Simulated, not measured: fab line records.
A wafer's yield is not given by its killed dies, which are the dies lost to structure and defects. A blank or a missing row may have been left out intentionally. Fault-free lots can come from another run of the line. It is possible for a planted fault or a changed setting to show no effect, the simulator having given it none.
8D (eight disciplines) problem report, filled in by code :: flow sky130 :: the parts of the form that need people (team, actions taken, sign-off) are left out

## 1. THE PROBLEM
SONOS_ONO_CVD_02_THK at SKY_SONOS_ONO_THK_MEAS_03 reads a mean of 8.38 nm on 3 wafers of 1 lot; wafers without a fault read 10.53 nm with a standard deviation of 0.12. That puts it -18 standard deviations away from the usual mean.
First observed at day 14 01:44: wafer L723.1, on film_metro-01. At this step, 39 wafers from 13 lots have a number in the record. Rule for "out", or "out of limits": more than 4 standard deviations from the usual mean. The other wafers with a number count as sound.

## 2. WHAT IT IS AND WHAT IT IS NOT
question: which readings at this step
is: SONOS_ONO_CVD_02_THK
is not: -

question: which lots
is: L723
is not: L707, L708, L709, L712, L714, L715, L716, L718, L719, L728, L729, L730

question: which wafers of those lots
is: all that have a number
is not: -

question: read on which gauges
is: film_metro-01
is not: film_metro-03, film_metro-04

question: when
is: from day 14 01:44
is not: up to then (27 sound wafers); but 9 sound wafers of L728, L729, L730 came after

## 3. THE SUSPECTS, EACH WITH WHAT RULES IT OUT
Counting: a tool stays on the suspect list if, at a process step up to the reading, it processed all lots that are out and no sound lot following the first of them.
- ruled out: the gauge at SKY_SONOS_ONO_THK_MEAS_03. All the wafers that are out were read on film_metro-01, but those of them that SKY_SONOS_ONO_CVD_02 has rows for are out there too, on other tools.
- lpcvd-02 at SKY_SONOS_ONO_CVD_02 (deposits Si3N4 from DCS/NH3, target thk 10.5 nm, time 180 s): ruled out as a lasting fault. Sound lots L728, L729, L730 ran on it after its first lot that is out, L723 (day 14 00:41).
Left after counting: nothing in the record.

## 4. THE CAUSE (what the simulator had put in)
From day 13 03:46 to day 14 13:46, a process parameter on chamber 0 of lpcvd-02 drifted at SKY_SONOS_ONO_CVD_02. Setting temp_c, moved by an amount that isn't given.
It was ruled out by counting, in error; the rule expects a fault to strike all lots run on its tool from its start on, and this fault did not.

## 5. THE EFFECT CHAIN, in route order
Rows list readings where the struck wafers' mean (over those with a number) sits beyond 3 standard deviations from the usual. Only readings whose record carries a usual standard deviation are examined. hours: median over the lots of the time between each lot's start at the first step of this table that gives one and its start at this step. sigmas: the change, counted in usual standard deviations.
hours: 0
step: SKY_SONOS_ONO_CVD_02
reading: spike_tc_bottom_C
usual: 790.4 C
on struck wafers: 779.3
change: -11.1
sigmas: -7.4

hours: 0
step: SKY_SONOS_ONO_CVD_02
reading: spike_tc_centre_C
usual: 769.7 C
on struck wafers: 756.6
change: -13.1
sigmas: -13

hours: 0
step: SKY_SONOS_ONO_CVD_02
reading: spike_tc_lower_C
usual: 769.7 C
on struck wafers: 757.3
change: -12.4
sigmas: -11

hours: 0
step: SKY_SONOS_ONO_CVD_02
reading: spike_tc_top_C
usual: 787.2 C
on struck wafers: 775.8
change: -11.4
sigmas: -12

hours: 0
step: SKY_SONOS_ONO_CVD_02
reading: spike_tc_upper_C
usual: 769.8 C
on struck wafers: 756.0
change: -13.8
sigmas: -13

hours: 1
step: SKY_SONOS_ONO_THK_MEAS_03
reading: SONOS_ONO_CVD_02_THK
usual: 10.53 nm
on struck wafers: 8.38
change: -2.15
sigmas: -18
Its process steps:
- SKY_SONOS_ONO_CVD_02: deposits Si3N4 from DCS/NH3, target thk 10.5 nm, time 180 s.

## 6. WHAT WOULD HAVE CAUGHT IT SOONER
22 hours passed between the start of the fault at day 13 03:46 and the first reading out of limits at a measuring or inspecting step in this record, taken at day 14 01:44.
The tool's own readings at SKY_SONOS_ONO_CVD_02 were out on every struck wafer that the step has a row for (spike_tc_bottom_C, spike_tc_centre_C, spike_tc_lower_C, spike_tc_top_C, spike_tc_upper_C): an alarm limit on them would have fired on the first of those.
